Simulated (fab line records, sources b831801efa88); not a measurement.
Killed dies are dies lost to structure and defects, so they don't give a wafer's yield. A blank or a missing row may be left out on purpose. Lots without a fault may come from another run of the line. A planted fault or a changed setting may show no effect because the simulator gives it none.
Problem report in the 8D (eight disciplines) form, filled by code | flow sky130 | the parts of the form that need people (team, actions taken, sign-off) are left out

1. THE PROBLEM
killed_at_M0_to_M3 at SKY_PAD_OPEN_PROBE_99 reads a mean of 87 on 3 wafers of 2 lots; wafers without a fault read 44 with a standard deviation of 6.6. That is +6.6 standard deviations from the usual mean.
First seen on wafer L961.4, day 49 02:47, on prober-02. The record holds 6 wafers of 2 lots with a number at this step. Rule for "out", or "out of limits": more than 4 standard deviations from the usual mean. The other wafers with a number count as sound.

2. WHAT IT IS AND WHAT IT IS NOT
question                    | is                                                                                                      | is not
which readings at this step | killed_at_M0_to_M3, defect_limited_yield, killed_dies, sort_bin_5_function, sort_n_pass, sort_yield_pct | killed_at_contacts, killed_at_front_end, killed_at_other, killed_short, sort_bin_6_memory
which lots                  | L961, L962                                                                                              | -
which wafers of those lots  | L961.4, L962.1, L962.5                                                                                  | L961.2, L961.5, L962.3
read on which tools         | prober-01, prober-02                                                                                    | -
when                        | from day 49 02:47                                                                                       | up to then (1 sound wafer); but 2 sound wafers of L961, L962 came after

3. SUSPECTS, AND WHAT RULES EACH OUT
Counting: a tool at a process step up to the reading stays a suspect if it ran every lot that is out. Sound lots after the first of them don't rule it out here, since some wafers of a struck lot are sound.
- pvd_sputter-01 at SKY_VIA3_SPUTTER_20 (material TiN, target thk 20 nm, time 80 s): kept. It ran every lot that is out, first L961 (day 43 19:40).
- pecvd-04 at SKY_PASSIVATION_CVD_00 (deposits SiO2, target thk 90 nm): kept. It ran every lot that is out, first L961 (day 47 11:39).
Left after counting: pvd_sputter-01 at SKY_VIA3_SPUTTER_20, pecvd-04 at SKY_PASSIVATION_CVD_00.

4. THE CAUSE (what the simulator had put in)
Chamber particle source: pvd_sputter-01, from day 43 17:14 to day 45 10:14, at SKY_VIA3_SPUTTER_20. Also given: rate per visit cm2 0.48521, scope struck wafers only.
Counting left 2 suspects, and this tool is among them.

5. THE CHAIN OF EFFECTS, in route order
Each row: a reading whose mean over the struck wafers that have a number lies more than 3 standard deviations from the usual. Only readings for which the record gives a usual standard deviation are gone through. hours: the time from each lot's start at the first step in this table that gives one to its start at this step, as a median over the lots. sigmas: the change in usual standard deviations.
hours | step                  | reading              | usual  | on struck wafers | change | sigmas
0     | SKY_PAD_OPEN_PROBE_99 | defect_limited_yield | 82.5 % | 72.3             | -10.2  | -5.4
0     | SKY_PAD_OPEN_PROBE_99 | killed_at_M0_to_M3   | 44     | 87               | +43    | +6.6
0     | SKY_PAD_OPEN_PROBE_99 | killed_dies          | 86     | 136              | +50    | +5.4
0     | SKY_PAD_OPEN_PROBE_99 | sort_bin_3_pad_short | 0.8 %  | 2.1              | +1.3   | +3.3
0     | SKY_PAD_OPEN_PROBE_99 | sort_bin_5_function  | 10.3 % | 18.0             | +7.7   | +5.5
0     | SKY_PAD_OPEN_PROBE_99 | sort_n_pass          | 406    | 356              | -50    | -5.4
0     | SKY_PAD_OPEN_PROBE_99 | sort_yield_pct       | 82.5 % | 72.3             | -10.2  | -5.4
The process steps in it:
- SKY_PAD_OPEN_PROBE_99

6. WHAT WOULD HAVE CAUGHT IT SOONER
In this record the first reading out of limits was taken at day 49 02:47, 130 hours after the fault began at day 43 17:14.
Of the tool readings at SKY_VIA3_SPUTTER_20 for which the record gives a usual standard deviation, none was out on any struck wafer, so an alarm limit of 4 standard deviations on them would not have fired.
All the lots that are out (2) had begun SKY_VIA3_SPUTTER_20 on pvd_sputter-01 by day 49 02:47. A hold on the tool at that time would have spared none of them.
